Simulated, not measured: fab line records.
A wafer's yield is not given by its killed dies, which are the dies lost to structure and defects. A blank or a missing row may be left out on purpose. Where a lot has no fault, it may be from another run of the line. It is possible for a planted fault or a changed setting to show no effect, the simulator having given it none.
Which tool is to blame? || flow sfqLine || 39 wafers from 14 lots sampled at 3 of the route's 325 steps

== WHAT EACH GAUGE READ, for each wafer ==
SFQ_M8_RS_MEAS_949: measures by four-point-probe. Usual: M8_AU_RS 0.1538 ohm/sq, standard deviation 0.0014.
{"lot": "L513", "measured": "day 74 19:13", "on": "filmMetro-02", "M8_AU_RS (ohm/sq)": "0.1550 0.1556 0.1541", "flag": ""}
{"lot": "L514", "measured": "day 75 06:01", "on": "filmMetro-01", "M8_AU_RS (ohm/sq)": "0.1520 0.1523 0.1537", "flag": ""}
{"lot": "L515", "measured": "day 75 08:26", "on": "filmMetro-02", "M8_AU_RS (ohm/sq)": "0.1523 0.1527 0.1539", "flag": ""}
{"lot": "L516", "measured": "day 76 02:05", "on": "filmMetro-01", "M8_AU_RS (ohm/sq)": "0.1525 0.1542 0.1540", "flag": ""}
{"lot": "L517", "measured": "day 76 02:31", "on": "filmMetro-01", "M8_AU_RS (ohm/sq)": "0.1568 0.1553 0.1560", "flag": ""}
{"lot": "L518", "measured": "day 76 08:29", "on": "filmMetro-02", "M8_AU_RS (ohm/sq)": "0.1523 0.1519 0.1516", "flag": ""}
{"lot": "L519", "measured": "day 76 15:40", "on": "filmMetro-01", "M8_AU_RS (ohm/sq)": "0.1526 0.1551 0.1543", "flag": ""}
{"lot": "L520", "measured": "day 76 22:50", "on": "filmMetro-01", "M8_AU_RS (ohm/sq)": "0.1536 0.1553 0.1550", "flag": ""}
{"lot": "L525", "measured": "day 80 04:22", "on": "filmMetro-02", "M8_AU_RS (ohm/sq)": "0.3986 0.1533", "flag": "OFF"}
{"lot": "L526", "measured": "day 80 09:12", "on": "filmMetro-02", "M8_AU_RS (ohm/sq)": "0.1550 0.4008", "flag": "OFF"}
{"lot": "L528", "measured": "day 81 00:53", "on": "filmMetro-04", "M8_AU_RS (ohm/sq)": "0.1523 0.3912", "flag": "OFF"}
{"lot": "L531", "measured": "day 81 15:55", "on": "filmMetro-04", "M8_AU_RS (ohm/sq)": "0.1549 0.1543 0.1539", "flag": ""}
{"lot": "L533", "measured": "day 82 10:35", "on": "filmMetro-01", "M8_AU_RS (ohm/sq)": "0.1533 0.1547 0.1551", "flag": ""}
{"lot": "L535", "measured": "day 82 14:13", "on": "filmMetro-02", "M8_AU_RS (ohm/sq)": "0.1501 0.1528 0.1512", "flag": ""}

SFQ_M8_THK_MEAS_950: measures by xrf. Usual: M8_AU_THK 176.6 nm, standard deviation 1.7.
{"lot": "L513", "measured": "day 74 19:20", "on": "filmMetro-02", "M8_AU_THK (nm)": "173.8 173.8 174.7", "flag": ""}
{"lot": "L514", "measured": "day 75 06:08", "on": "filmMetro-01", "M8_AU_THK (nm)": "179.4 177.5 177.1", "flag": ""}
{"lot": "L515", "measured": "day 75 08:33", "on": "filmMetro-02", "M8_AU_THK (nm)": "178.3 178.1 177.0", "flag": ""}
{"lot": "L516", "measured": "day 76 02:11", "on": "filmMetro-01", "M8_AU_THK (nm)": "178.6 175.2 176.7", "flag": ""}
{"lot": "L517", "measured": "day 76 02:38", "on": "filmMetro-01", "M8_AU_THK (nm)": "172.9 174.5 174.1", "flag": ""}
{"lot": "L518", "measured": "day 76 08:34", "on": "filmMetro-02", "M8_AU_THK (nm)": "178.1 179.7 179.4", "flag": ""}
{"lot": "L519", "measured": "day 76 15:46", "on": "filmMetro-01", "M8_AU_THK (nm)": "177.3 174.7 175.9", "flag": ""}
{"lot": "L520", "measured": "day 76 22:57", "on": "filmMetro-01", "M8_AU_THK (nm)": "176.5 175.2 176.0", "flag": ""}
{"lot": "L525", "measured": "day 80 04:29", "on": "filmMetro-02", "M8_AU_THK (nm)": "72.7 176.4", "flag": "OFF"}
{"lot": "L526", "measured": "day 80 09:18", "on": "filmMetro-02", "M8_AU_THK (nm)": "175.2 72.7", "flag": "OFF"}
{"lot": "L528", "measured": "day 81 00:59", "on": "filmMetro-04", "M8_AU_THK (nm)": "179.1 74.4", "flag": "OFF"}
{"lot": "L531", "measured": "day 81 16:02", "on": "filmMetro-04", "M8_AU_THK (nm)": "176.2 176.6 176.6", "flag": ""}
{"lot": "L533", "measured": "day 82 10:43", "on": "filmMetro-01", "M8_AU_THK (nm)": "176.9 175.6 174.0", "flag": ""}
{"lot": "L535", "measured": "day 82 14:19", "on": "filmMetro-02", "M8_AU_THK (nm)": "179.7 177.5 178.8", "flag": ""}

== EACH LOT AND THE TOOL THAT RAN IT (in order: tool; ch and the chambers of the sampled wafers; start) ==
{"lot": "L513", "SFQ_TRILAYER_M8_DEP_EVAP_196": "pvdSputter-02, day 74 18:42"}
{"lot": "L514", "SFQ_TRILAYER_M8_DEP_EVAP_196": "pvdSputter-01, day 75 05:30"}
{"lot": "L515", "SFQ_TRILAYER_M8_DEP_EVAP_196": "pvdSputter-02, day 75 07:54"}
{"lot": "L516", "SFQ_TRILAYER_M8_DEP_EVAP_196": "pvdSputter-02, day 76 01:32"}
{"lot": "L517", "SFQ_TRILAYER_M8_DEP_EVAP_196": "pvdSputter-01, day 76 01:56"}
{"lot": "L518", "SFQ_TRILAYER_M8_DEP_EVAP_196": "pvdSputter-02, day 76 07:54"}
{"lot": "L519", "SFQ_TRILAYER_M8_DEP_EVAP_196": "pvdSputter-01, day 76 15:06"}
{"lot": "L520", "SFQ_TRILAYER_M8_DEP_EVAP_196": "pvdSputter-02, day 76 22:18"}
{"lot": "L525", "SFQ_TRILAYER_M8_DEP_EVAP_196": "pvdSputter-01, day 80 03:51"}
{"lot": "L526", "SFQ_TRILAYER_M8_DEP_EVAP_196": "pvdSputter-01, day 80 08:39"}
{"lot": "L528", "SFQ_TRILAYER_M8_DEP_EVAP_196": "pvdSputter-01, day 81 00:16"}
{"lot": "L531", "SFQ_TRILAYER_M8_DEP_EVAP_196": "pvdSputter-02, day 81 15:24"}
{"lot": "L533", "SFQ_TRILAYER_M8_DEP_EVAP_196": "pvdSputter-02, day 82 10:05"}
{"lot": "L535", "SFQ_TRILAYER_M8_DEP_EVAP_196": "pvdSputter-02, day 82 13:41"}
- SFQ_TRILAYER_M8_DEP_EVAP_196: material Au, target thk 180 nm, time 900 s.

== AS READ BY THE TOOLS THEMSELVES (means over the sampled wafers that have a number; for cases with no such wafer, the mark the record gives instead) ==
The record holds no such reading with a usual standard deviation.

== THE ANSWER, worked out from the rows above alone ==
Rule: take the mean of a lot's wafers that have a number; if it is more than 3 standard deviations from the usual mean, the lot is off. A lot without any number at a reading at which 4 lots or more have one is off too. All remaining lots with rows at the step are treated as sound. The gauges are gone through in route order, then the tools' own readings, and for those a lot's mean is taken as printed above. At the first step where some lot is off, the reading lying furthest off is the one used; lots without a number count as furthest.
Off: at SFQ_M8_RS_MEAS_949 (M8_AU_RS), L525, L526, L528.
A tool fits if, at a process step before that reading, it ran every lot that is off, and no sound lot after the first of them. Those tools and the gauges at SFQ_M8_RS_MEAS_949 are tried in the same way. One fits: SFQ_TRILAYER_M8_DEP_EVAP_196 on pvdSputter-01. A fault onset in the window from L519 (day 76 15:06, its last sound lot) to L525 (day 80 03:51, its first lot off) fits.

== WHAT THE SIMULATOR HAD PUT IN ==
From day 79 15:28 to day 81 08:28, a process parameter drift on pvdSputter-01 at SFQ_TRILAYER_M8_DEP_EVAP_196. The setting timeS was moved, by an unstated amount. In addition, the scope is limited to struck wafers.
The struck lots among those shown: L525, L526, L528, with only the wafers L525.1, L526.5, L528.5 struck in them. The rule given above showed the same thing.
